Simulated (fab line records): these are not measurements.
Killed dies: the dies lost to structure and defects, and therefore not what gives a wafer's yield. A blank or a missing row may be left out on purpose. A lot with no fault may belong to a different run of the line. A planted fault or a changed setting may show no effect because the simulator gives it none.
Which of the tools did it? | flow sky130 | 14 lots, 42 wafers sampled, at 3 steps of a route of 708

== WHAT THE GAUGES SHOWED, per wafer ==
SKY_VT_ADJUST_HVTR_OVL_MEAS_08. Usual: VT_ADJUST_HVTR_OVL gives 0.5 nm (standard deviation 1.6).
lot  | measured     | on         | VT_ADJUST_HVTR_OVL (nm) | flag
L348 | day 9 10:13  | overlay-01 | -1.5 1.1 -2.2           |
L349 | day 9 17:25  | overlay-02 | -0.1 -0.3 0.3           |
L350 | day 10 04:08 | overlay-01 | -2.6 -1.8 -1.2          |
L352 | day 10 17:16 | overlay-02 | -1.5 -1.0 -3.0          |
L354 | day 11 07:58 | overlay-02 | 0.6 -0.9 -1.1           |
L358 | day 12 14:05 | overlay-01 | 2.0 2.0 0.9             |
L359 | day 12 17:53 | overlay-01 | 0.7 -1.4 0.8            |
L365 | day 14 15:47 | overlay-01 | 0.3 0.6 2.1             |
L366 | day 15 06:47 | overlay-01 | 3.0 3.1 3.2             |
L367 | day 15 15:50 | overlay-01 | -0.7 0.4 2.2            |
L368 | day 15 17:31 | overlay-02 | 0.4 1.0 -0.2            |
L369 | day 15 23:35 | overlay-02 | 1.0 0.4 1.6             |
L370 | day 16 07:07 | overlay-01 | 2.9 1.0 0.7             |
L371 | day 16 15:14 | overlay-01 | 2.2 3.6 0.8             |

SKY_LDD_P_TW_MEAS_11. Usual: LDD_P_TW gives 634 (standard deviation 3.7).
lot  | measured     | on            | LDD_P_TW    | flag
L348 | day 19 05:41 | film metro-03 | 636 638 640 |
L349 | day 19 16:44 | film metro-04 | 636 634 633 |
L350 | day 20 03:33 | film metro-04 | 634 638 637 |
L352 | day 20 14:50 | film metro-04 | 636 637 637 |
L354 | day 21 11:32 | film metro-01 | 632 630 628 |
L358 | day 22 18:13 | film metro-01 | 630 631 631 |
L359 | day 22 23:54 | film metro-01 | 634 636 636 |
L365 | day 25 02:49 | film metro-04 | 644 641 637 |
L366 | day 25 22:07 | film metro-01 | 634 635 633 |
L367 | day 26 07:49 | film metro-01 | 628 629 630 |
L368 | day 26 08:27 | film metro-01 | 630 628 628 |
L369 | day 26 15:14 | film metro-03 | 630 632 634 |
L370 | day 26 23:42 | film metro-03 | 638 636 635 |
L371 | day 27 07:18 | film metro-03 | 633 634 632 |

== WHICH TOOL RAN EACH LOT (tool, then ch and the chambers of the sampled wafers, then the start) ==
lot  | SKY_LDD_N_DEVELOP_06
L348 | litho track-03 ch 0, day 17 21:12
L349 | litho track-04 ch 0, day 18 08:44
L350 | litho track-03 ch 0, day 18 20:02
L352 | litho track-04 ch 0, day 19 06:44
L354 | litho track-04 ch 0, day 20 03:05
L358 | litho track-03, day 21 10:00
L359 | litho track-04, day 21 16:10
L365 | litho track-01 ch 0, day 23 20:15
L366 | litho track-03 ch 0, day 24 15:08
L367 | litho track-04 ch 0, day 25 00:59
L368 | litho track-03 ch 0, day 25 02:04
L369 | litho track-01 ch 0, day 25 09:03
L370 | litho track-01 ch 0, day 25 17:10
L371 | litho track-01 ch 0, day 26 00:36
- SKY_LDD_N_DEVELOP_06: develop time 60 s.

== WHAT THE TOOLS THEMSELVES READ (means of the sampled wafers that have a number; where no wafer has one, the mark that the record gives instead) ==
SKY_LDD_N_DEVELOP_06. Usual: chill plate temp C at 22.98 C, with a standard deviation of 0.11.
lot  | tool           | chill plate temp C (C) | flag
L348 | litho track-03 | 23.02                  |
L349 | litho track-04 | 23.08                  |
L350 | litho track-03 | 23.22                  |
L352 | litho track-04 | 22.98                  |
L354 | litho track-04 | 23.03                  |
L358 | litho track-03 | -                      | OFF
L359 | litho track-04 | -                      | OFF
L365 | litho track-01 | 23.03                  |
L366 | litho track-03 | 23.00                  |
L367 | litho track-04 | 22.99                  |
L368 | litho track-03 | 22.93                  |
L369 | litho track-01 | 23.03                  |
L370 | litho track-01 | 23.01                  |
L371 | litho track-01 | 22.86                  |

== THE ANSWER, worked out from the rows above alone ==
Rule: lot off if the mean of its wafers having a number is beyond 3 standard deviations from the usual mean. A lot without any number at a reading at which 4 lots or more have one is off too. Where the step has rows for the other lots, those lots are counted as sound. First the gauges in route order, then the tools' own readings, where a lot's mean is used as printed above. The first step at which some lot is off is used, and at that step the reading that is off furthest; a lot without a number counts as furthest.
Off: L358, L359 (SKY_LDD_N_DEVELOP_06, chill plate temp C). Without a number there: L358, L359.
A tool fits if, at that step or a process step before it, it ran every lot that is off, and no sound lot after the first of them. Of those tried, none fits.

== WHAT THE SIMULATOR HAD INSERTED ==
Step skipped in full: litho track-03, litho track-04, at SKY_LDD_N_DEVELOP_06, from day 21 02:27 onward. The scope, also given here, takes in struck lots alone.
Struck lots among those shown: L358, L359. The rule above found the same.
